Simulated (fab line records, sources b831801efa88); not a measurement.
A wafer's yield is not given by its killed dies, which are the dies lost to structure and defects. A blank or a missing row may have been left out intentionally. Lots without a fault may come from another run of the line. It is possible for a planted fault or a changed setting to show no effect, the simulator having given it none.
A lot that was struck, set against a sound lot    flow gf180mcu    14 steps out of a route of 602
Sound: wafers L581.1, L581.2, L581.4. The struck wafers were L576.1, L576.3, L576.4. Last of all comes the cause.
Each step with rows lists, per side, the tool, then ch with its chambers, then its first start. Under that, the readings that differ: sound wafers    struck wafers    difference of the means    sigmas: that difference in standard deviations of wafers without a fault.
alike: same words and numbers on both sides, and readings whose means sit less than 2 such deviations apart. not compared: any withheld reading, any reading some wafer has no value for, any bound like >300 that may hide the same value, and any number with overlapping values for which the record gives no deviation.
A row with sigmas, a row that says differs or no value, or rows on one side alone: a step with any of these is where the two part. Numbers that have no deviation but don't overlap get no sigmas and don't part them. A reading that every wafer of one side lacks parts them only if that side has two wafers or more.

first, 4 steps without rows for these wafers: GF_V5_SOFTBAKE_10 (time 60 s); GF_V5_EXPOSE_11 (exposes mask Via5, target cd 260 nm); GF_V5_PEB_12 (peb time 90 s); GF_V5_DEVELOP_13 (develop time 60 s).
GF_V5_CD_MEAS_14 targets a cd of 260 nm.
  sound on cd_sem-02, day 31 22:25; struck on cd_sem-01, day 30 14:49
  alike: cd_nm
GF_V5_OVL_MEAS_15:
  sound on overlay-01, day 31 22:32; struck on overlay-01, day 30 14:56
  alike: V5_OVL
GF_V5_ETCH_16: etches BARC in N2/H2.
  sound on rie_diel-04 ch 1,2, day 31 22:34; struck on rie_diel-03 ch 1,2,3, day 30 14:58
  alike: drypump_motor_current_A, oes_product_au, throttle_valve_pct
GF_V5_ETCH_17: etches SiO2 in C4F8/O2/Ar, stops on TiN, target depth 855 nm.
  sound on rie_diel-04 ch 1,2; struck on rie_diel-03 ch 1,2,3
  alike: oes_product_au
GF_V5_STRIP_18: strips in O2/N2.
  sound on plasma_asher-03 ch 0,1, day 31 22:43; struck on plasma_asher-03 ch 0,1, day 30 15:07
  alike: drypump_motor_current_A, heater_power_w, oes_product_au, platen_temp_c
  not compared: rf_hours_counter_h
then, 2 steps without rows for these wafers: GF_V5_STRIP_19 (strips in post etch residue remover, time 1200 s); GF_V5_CLEAN_20 (cleans in DIW).
GF_V5_SPUTTER_21: material Ti, target thk 15 nm, time 80.02 s.
  sound on pvd_sputter-03, day 31 23:19; struck on pvd_sputter-04, day 30 15:39
reading                 sound                 struck                difference  sigmas
cathode_dc_power_W (W)  2499.5 2499.6 2499.5  2500.2 2500.8 2500.6  +1.0        +2
  alike: chamber_pressure_pa, substrate_temp_c, throttle_valve_pct
GF_V5_SPUTTER_22: material TiN, target thk 10 nm, time 40 s.
  sound on pvd_sputter-03, day 31 23:22; struck on pvd_sputter-04, day 30 15:43
  no value came back on the struck wafers for cathode_dc_power_W (W), chamber_pressure_pa (Pa), throttle_valve_pct (%); on the sound wafers cathode_dc_power_W (W) reads 4000.5 4000.0 4000.1
GF_V5_CVD_23: deposits W, target thk 350 nm, time 104.9 s.
  sound on cvd_w-02 ch 0,1, day 31 23:25; struck on cvd_w-02 ch 0,1, day 30 15:45
  alike: heater_power_w

WHERE THEY PART
Last at GF_V5_SPUTTER_22 as far as this record goes, first at GF_V5_SPUTTER_21. Later steps at which nothing parts them and some readings are alike: GF_V5_CVD_23.

WHY: the cause the simulator had injected
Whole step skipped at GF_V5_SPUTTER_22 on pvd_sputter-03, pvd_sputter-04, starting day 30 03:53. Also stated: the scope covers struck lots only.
